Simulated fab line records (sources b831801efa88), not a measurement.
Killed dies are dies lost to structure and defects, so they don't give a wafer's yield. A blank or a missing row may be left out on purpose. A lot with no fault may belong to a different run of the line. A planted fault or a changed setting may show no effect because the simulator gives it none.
fab line records ; flow sky130 ; part 2 of 2: steps 24 to 33 of 33
record: lots: 5; wafers: 15; last-day: 50
route steps=708 shown VIA4@660 METAL5@661 PASSIVATION@681
lots that met no fault: taken from a fault-free run of the same line
start-h: hours from the record's opening day to when the first of the lot's shown wafers began ; wait-h: hours since the lot's step before ; " same as the row above ; L1.1+2: one row covering several wafers at once ; - no value, or no start given ; * or withheld: withheld ; < > ~ a bound
route shown NAME@n: NAME is a module with steps in the file, n the number in the route of the first one ; usual: the fault-free wafers' mean and standard deviation ; same: alike in all rows ; chamber/n: place in a boat ; sites: per-site readings ; _std_site: the standard deviation of these ; _edge_site: mean of outer sites minus mean of inner sites ; radius-mm: for every site, how far away it sits from the centre of the wafer ; mask NAME#n: copy n ; behind: tool/chamber where the wafer was last shaped ; hold: why the lot went on hold/how many hours it stayed there/how the hold came to an end ; device: transistor that didn't switch, given as n, p or np ; end of line: the route-end tests of the same wafers ; a step with no rows: only its recipe ; killed: count of dies lost to structure and defects at first sort (not the wafer's yield) ; map: shows each die of a wafer: x if killed, . if not, _ if none is there
set.NAME: setting as actually run; set.NAME@STEP: the setting as run at that earlier step ; model.NAME: the simulator's own value behind a step, which no gauge read
lots at some steps of the route; a table a step, a row a wafer
services: the hour from which a tool's chamber was out of use, counted from the record's first day as start-h (under 0 if before that day), plus the number of hours and why
== steps ==
step: SKY_PASSIVATION_CVD_02
recipe: material: Si3N4; target-thk-nm: 540; temp-c: 400; time-s: withheld; rf-w: 450
usual: heater-power-w: 753/84; rf-fwd-power-W: 449.4/1.3; susceptor-temp-C: 400.02/0.23
lot.wafer;tool;chamber;start-h;wait-h;heater-power-w;rf-fwd-power-W;susceptor-temp-C
L084.2;pecvd-03;2;1110.84;0.0;667;449.5;400.05
L084.4;pecvd-03;0;1110.84;0.0;862;450.4;399.96
L084.6;pecvd-03;2;1110.84;0.0;689;451.1;400.07
L085.2;pecvd-03;2;1114.94;0.0;715;450.4;400.50
L085.3;pecvd-03;0;1114.94;0.0;851;449.5;400.12
L085.5;pecvd-03;2;1114.94;0.0;729;448.6;400.54
L086.2;pecvd-02;2;1115.36;0.0;844;449.6;399.89
L086.4;pecvd-02;2;1115.36;0.0;866;449.4;400.48
L086.6;pecvd-02;1;1115.36;0.0;848;449.9;400.43
L087.2;pecvd-02;1;1123.05;0.0;804;448.5;399.99
L087.4;pecvd-02;2;1123.05;0.0;777;450.2;399.68
L087.5;pecvd-02;1;1123.05;0.0;673;449.5;399.93
L095.2;pecvd-03;2;1165.70;0.0;693;447.9;400.21
L095.4;pecvd-03;0;1165.70;0.0;828;450.8;399.66
L095.6;pecvd-03;2;1165.70;0.0;698;448.2;399.62
step: SKY_PASSIVATION_THK_MEAS_03
recipe: reads: Si3N4_of_PASSIVATION_CVD_02
usual: PASSIVATION_CVD_02_THK: 541/9.4
lot.wafer;tool;chamber;start-h;wait-h;PASSIVATION_CVD_02_THK[nm]
L084.2;film-metro-04;-;1111.08;-;540
L084.4;film-metro-04;-;1111.08;-;534
L084.6;film-metro-04;-;1111.08;-;554
L085.2;film-metro-04;-;1115.18;-;550
L085.3;film-metro-04;-;1115.18;-;539
L085.5;film-metro-04;-;1115.18;-;559
L086.2;film-metro-04;-;1115.71;-;540
L086.4;film-metro-04;-;1115.71;-;549
L086.6;film-metro-04;-;1115.71;-;553
L087.2;film-metro-04;-;1123.40;-;545
L087.4;film-metro-04;-;1123.40;-;542
L087.5;film-metro-04;-;1123.40;-;548
L095.2;film-metro-01;-;1165.93;-;553
L095.4;film-metro-01;-;1165.93;-;543
L095.6;film-metro-01;-;1165.93;-;558
step: SKY_PASSIVATION_DEHYDRATE_04
recipe: temp-c: 200; time-s: 60
usual: exhaust-pa: 44.7/0.94
lot.wafer;tool;chamber;start-h;wait-h;exhaust-pa
L084.2;litho-track-03;0;1121.33;10.2;46.4
L084.4;litho-track-03;0;1121.33;10.2;45.8
L084.6;litho-track-03;0;1121.33;10.2;46.5
L085.2;litho-track-01;0;1124.37;9.2;45.4
L085.3;litho-track-01;0;1124.37;9.2;44.6
L085.5;litho-track-01;0;1124.37;9.2;43.7
L086.2;litho-track-04;0;1124.80;9.1;43.7
L086.4;litho-track-04;0;1124.80;9.1;43.2
L086.6;litho-track-04;0;1124.80;9.1;44.3
L087.2;litho-track-01;0;1132.02;8.6;44.9
L087.4;litho-track-01;0;1132.02;8.6;45.5
L087.5;litho-track-01;0;1132.02;8.6;44.9
L095.2;litho-track-01;0;1173.77;7.8;44.7
L095.4;litho-track-01;0;1173.77;7.8;44.0
L095.6;litho-track-01;0;1173.77;7.8;44.3
step: SKY_PASSIVATION_HMDS_05
recipe: prime-time-s: 60; prime-temp-c: 120
usual: exhaust-pa: 44.8/1
lot.wafer;tool;chamber;start-h;wait-h;exhaust-pa
L084.2;litho-track-03;0;1121.48;0.1;45.7
L084.4;litho-track-03;0;1121.48;0.1;44.5
L084.6;litho-track-03;0;1121.48;0.1;44.5
L085.2;litho-track-01;0;1124.52;0.1;47.4
L085.3;litho-track-01;0;1124.52;0.1;47.0
L085.5;litho-track-01;0;1124.52;0.1;45.9
L086.2;litho-track-04;0;1124.95;0.1;44.6
L086.4;litho-track-04;0;1124.95;0.1;43.6
L086.6;litho-track-04;0;1124.95;0.1;43.3
L087.2;litho-track-01;0;1132.17;0.1;45.2
L087.4;litho-track-01;0;1132.17;0.1;44.8
L087.5;litho-track-01;0;1132.17;0.1;45.2
L095.2;litho-track-01;0;1173.92;0.1;44.9
L095.4;litho-track-01;0;1173.92;0.1;44.7
L095.6;litho-track-01;0;1173.92;0.1;44.7
step: SKY_PASSIVATION_COAT_06
recipe: spin-rpm: 2000; resist-thk-nm: 3000
usual: exhaust-pa: 45.0/0.87
lot.wafer;tool;chamber;start-h;wait-h;exhaust-pa
L084.2;litho-track-03;0;1121.63;0.1;43.2
L084.4;litho-track-03;0;1121.63;0.1;44.3
L084.6;litho-track-03;0;1121.63;0.1;45.0
L085.2;litho-track-01;0;1124.67;0.1;45.0
L085.3;litho-track-01;0;1124.67;0.1;47.0
L085.5;litho-track-01;0;1124.67;0.1;45.3
L086.2;litho-track-04;0;1125.10;0.1;45.8
L086.4;litho-track-04;0;1125.10;0.1;46.2
L086.6;litho-track-04;0;1125.10;0.1;45.7
L087.2;litho-track-01;0;1132.32;0.1;45.7
L087.4;litho-track-01;0;1132.32;0.1;44.1
L087.5;litho-track-01;0;1132.32;0.1;44.5
L095.2;litho-track-01;0;1174.07;0.1;45.3
L095.4;litho-track-01;0;1174.07;0.1;45.2
L095.6;litho-track-01;0;1174.07;0.1;44.9
step: SKY_PASSIVATION_SOFTBAKE_07
recipe: temp-c: 110; time-s: withheld
usual: exhaust-pa: 44.8/0.93
lot.wafer;tool;chamber;start-h;wait-h;exhaust-pa
L084.2;litho-track-03;0;1121.79;0.1;43.9
L084.4;litho-track-03;0;1121.79;0.1;46.4
L084.6;litho-track-03;0;1121.79;0.1;44.6
L085.2;litho-track-01;0;1124.83;0.1;43.8
L085.3;litho-track-01;0;1124.83;0.1;44.3
L085.5;litho-track-01;0;1124.83;0.1;44.3
L086.2;litho-track-04;0;1125.26;0.1;43.4
L086.4;litho-track-04;0;1125.26;0.1;44.0
L086.6;litho-track-04;0;1125.26;0.1;44.5
L087.2;litho-track-01;0;1132.48;0.1;45.8
L087.4;litho-track-01;0;1132.48;0.1;46.4
L087.5;litho-track-01;0;1132.48;0.1;45.8
L095.2;litho-track-01;0;1174.23;0.1;44.2
L095.4;litho-track-01;0;1174.23;0.1;44.0
L095.6;litho-track-01;0;1174.23;0.1;43.7
step: SKY_PASSIVATION_EXPOSE_08
recipe: mask-id: NSM; target-cd-nm: 3000; na: 0.57; dose-mj: 260
same: na: 0.57
lot.wafer;tool;chamber;start-h;wait-h;mask
L084.2+4+6;iline-stepper-02;0;-;-;NSM#0
L085.2+3+5;iline-stepper-02;0;-;-;NSM#0
L086.2+4+6;iline-stepper-01;0;-;-;NSM#0
L087.2+4+5;iline-stepper-02;0;-;-;NSM#0
L095.2+4+6;iline-stepper-02;0;-;-;NSM#0
step: SKY_PASSIVATION_PEB_09
recipe: temp-c: 115; time-s: withheld
usual: exhaust-pa: 44.8/0.96
lot.wafer;tool;chamber;start-h;wait-h;exhaust-pa
L084.2;litho-track-03;0;-;-;44.1
L084.4;litho-track-03;0;-;-;44.6
L084.6;litho-track-03;0;-;-;44.1
L085.2;litho-track-03;0;-;-;44.5
L085.3;litho-track-03;0;-;-;45.3
L085.5;litho-track-03;0;-;-;44.2
L086.2;litho-track-04;0;-;-;44.8
L086.4;litho-track-04;0;-;-;44.8
L086.6;litho-track-04;0;-;-;46.0
L087.2;litho-track-01;0;-;-;42.6
L087.4;litho-track-01;0;-;-;42.2
L087.5;litho-track-01;0;-;-;42.7
L095.2;litho-track-01;0;-;-;44.3
L095.4;litho-track-01;0;-;-;46.5
L095.6;litho-track-01;0;-;-;45.4
step: SKY_PASSIVATION_DEVELOP_10
recipe: develop-time-s: 60; dev-temp-c: 23
usual: exhaust-pa: 45.1/0.84
lot.wafer;tool;chamber;start-h;wait-h;exhaust-pa
L084.2;litho-track-03;0;-;-;45.4
L084.4;litho-track-03;0;-;-;44.3
L084.6;litho-track-03;0;-;-;45.5
L085.2;litho-track-03;0;-;-;45.3
L085.3;litho-track-03;0;-;-;44.9
L085.5;litho-track-03;0;-;-;46.9
L086.2;litho-track-04;0;-;-;44.6
L086.4;litho-track-04;0;-;-;45.5
L086.6;litho-track-04;0;-;-;45.5
L087.2;litho-track-01;0;-;-;44.7
L087.4;litho-track-01;0;-;-;44.9
L087.5;litho-track-01;0;-;-;44.2
L095.2;litho-track-01;0;-;-;45.6
L095.4;litho-track-01;0;-;-;45.8
L095.6;litho-track-01;0;-;-;44.5
step: SKY_PASSIVATION_ETCH_11
recipe: chemistry: CF4/O2; target-depth-nm: 725; stop-on: AlCu; source-w: 800; bias-w: 150; pressure-mtorr: 150; cf4-flow-sccm: 80; O2_flow_sccm: 10; time-s: 161.1
usual: bias-w: 150.0/0.5; drypump-motor-current-A: 5.7/0.46; oes-product-au: 0.977/0.009; rf-fwd-power-W: 796.4/2.2; throttle-valve-pct: 5.966/0.0087
lot.wafer;tool;chamber;start-h;wait-h;bias-w;drypump-motor-current-A;oes-product-au;rf-fwd-power-W;rf-hours-counter-h;throttle-valve-pct
L084.2;rie-diel-04;0;1130.60;-;150.9;5.7;0.976;797.3;23;5.960
L084.4;rie-diel-04;2;1130.60;-;151.1;6.3;0.965;798.0;25;5.971
L084.6;rie-diel-04;0;1130.60;-;149.9;5.7;0.977;798.7;-;5.961
L085.2;rie-diel-02;2;1133.70;-;150.0;5.3;0.973;793.4;17;5.972
L085.3;rie-diel-02;3;1133.70;-;150.4;5.7;0.974;800.1;15;5.979
L085.5;rie-diel-02;2;1133.70;-;150.4;5.2;0.980;795.9;-;5.959
L086.2;rie-diel-01;2;1134.48;-;149.8;6.4;0.978;794.9;15;5.977
L086.4;rie-diel-01;2;1134.48;-;150.2;6.4;0.990;793.8;-;5.965
L086.6;rie-diel-01;0;1134.48;-;149.9;5.3;0.987;793.0;-;5.965
L087.2;rie-diel-01;0;1142.25;-;149.7;5.3;0.989;796.3;15;5.982
L087.4;rie-diel-01;1;1142.25;-;151.1;5.3;0.974;792.5;21;5.969
L087.5;rie-diel-01;2;1142.25;-;149.2;6.4;0.973;795.5;-;5.962
L095.2;rie-diel-01;3;1182.85;-;150.4;5.1;0.989;795.2;13;5.984
L095.4;rie-diel-01;0;1182.85;-;150.5;5.3;0.980;795.7;17;5.963
L095.6;rie-diel-01;3;1182.85;-;150.2;5.1;0.992;793.0;-;5.968
== services ==
tool;chamber;start-h;hours;kind
cmp-02;-;1067.52;6.6;pm
cmp-02;-;1076.07;0.3;repair
wet-bench-04;-;1083.78;3.9;repair
iline-stepper-02;-;1084.32;8.8;repair
cmp-01;-;1084.34;4.0;pm
pecvd-03;-;1088.19;0.6;repair
cmp-01;-;1090.66;2.4;pm
wet-bench-04;-;1097.82;1.3;repair
iline-stepper-01;-;1102.23;1.7;pm
cmp-02;-;1118.97;1.0;repair
plasma-asher-01;-;1119.01;2.8;pm
cmp-02;-;1120.92;1.5;repair
cmp-01;-;1122.75;7.7;repair
pvd-sputter-02;-;1123.57;1.4;repair
wet-bench-03;-;1123.64;1.9;pm
cmp-02;-;1128.17;2.2;repair
rie-diel-01;1;1130.50;10.2;repair
wet-bench-01;-;1135.87;2.8;repair
pvd-sputter-02;-;1139.18;1.3;repair
pecvd-02;0;1148.11;2.0;repair
cmp-01;-;1153.53;1.4;repair
rie-metal-02;-;1155.67;0.2;repair
cmp-02;-;1173.53;4.0;pm
pecvd-01;-;1182.85;2.0;repair
